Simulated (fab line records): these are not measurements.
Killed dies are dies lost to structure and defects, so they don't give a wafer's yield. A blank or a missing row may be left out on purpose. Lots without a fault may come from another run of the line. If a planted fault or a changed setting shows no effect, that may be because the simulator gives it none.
Which tool is to blame? ; flow gf180mcu ; 18 wafers sampled from 6 lots at 1 step of a route of 602

== WHAT THE GAUGES READ, wafer by wafer ==
GF_M5_CD_MEAS_07: target cd 280 nm.
lot;measured;on;cdNm (nm)
L261;day 26 11:45;cdSem-02;279.8 279.4 279.5
L268;day 28 22:26;cdSem-02;280.0 279.9 281.1
L272;day 29 23:06;cdSem-01;279.2 278.9 278.7
L279;day 31 18:12;cdSem-02;279.6 281.1 280.6
L281;day 32 07:33;cdSem-02;279.3 279.5 279.3
L283;day 32 20:45;cdSem-01;279.9 280.4 279.4

== TOOL THAT RAN EACH LOT (tool first, then ch and the chambers of the sampled wafers, then the start) ==
Record: no process step prior to these readings.

== THE ANSWER, worked out from the rows above alone ==
Rule: usual is defined by the lots themselves. Put in order of their means at a reading, lots are off if they are a third of the lots or fewer, leave a main group of 4 or more, and stand apart from it by a gap of 3 or more times the standard deviation of the main group's means; of several such gaps the widest counts. A main group whose means are all the same, to the digits that the tables above print for the reading, isn't used. Also off: a lot with no number at a reading for which 4 or more lots have one. Any other lot the step has rows for is counted as sound.
No lot is off at any reading shown: from this, nothing can be told.

== WHAT WAS PUT IN BY THE SIMULATOR ==
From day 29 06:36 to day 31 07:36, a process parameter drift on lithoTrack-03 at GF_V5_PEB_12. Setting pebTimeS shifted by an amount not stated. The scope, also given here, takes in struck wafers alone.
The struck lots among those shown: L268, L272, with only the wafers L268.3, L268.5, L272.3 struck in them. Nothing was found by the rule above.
